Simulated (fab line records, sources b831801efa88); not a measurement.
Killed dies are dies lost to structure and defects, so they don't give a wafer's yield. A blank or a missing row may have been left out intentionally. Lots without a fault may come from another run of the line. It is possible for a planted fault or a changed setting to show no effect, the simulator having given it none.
The tool behind it: which one? | flow gf180mcu | 12 lots (36 wafers sampled), 1 step of a 602-step route

## WHAT THE GAUGES SHOWED, per wafer
GF_NWELL_OVL_MEAS_07.
lot  | measured    | on         | NWELL_OVL (nm)
L075 | day 3 13:05 | overlay-01 | 1.3 2.6 -1.3
L077 | day 3 22:31 | overlay-01 | 1.6 0.9 2.8
L079 | day 4 11:05 | overlay-01 | -0.2 0.9 0.0
L081 | day 4 19:43 | overlay-02 | 1.0 0.3 1.6
L083 | day 5 13:22 | overlay-02 | -1.6 -1.8 -0.6
L085 | day 5 23:07 | overlay-02 | -1.3 -0.6 -0.7
L087 | day 6 07:28 | overlay-02 | -1.4 0.2 0.6
L089 | day 6 19:10 | overlay-02 | 0.0 -0.7 0.5
L090 | day 7 05:49 | overlay-02 | 0.0 -0.6 2.6
L093 | day 7 14:21 | overlay-01 | -0.8 -1.7 -1.8
L095 | day 8 03:57 | overlay-01 | 2.0 0.4 1.3
L097 | day 8 15:57 | overlay-01 | -0.4 -0.2 1.7

## EACH LOT AND THE TOOL THAT RAN IT (in order: tool; ch and the chambers of the sampled wafers; start)
No process step before these readings appears in the record.

## THE ANSWER, worked out from the rows above alone
Rule: usual is defined by the lots themselves. Put in order of their means at a reading, lots are off if they are a third of the lots or fewer, leave a main group of 4 or more, and stand apart from it by a gap of 3 or more times the standard deviation of the main group's means; of several such gaps the widest counts. The tables above print the reading to a certain number of digits; a main group whose means all agree to those digits is not used. Also off: a lot with no number at a reading for which 4 or more lots have one. Any other lot the step has rows for is counted as sound.
None of the lots is off at any reading shown; this tells nothing.

## WHAT WAS PUT IN BY THE SIMULATOR
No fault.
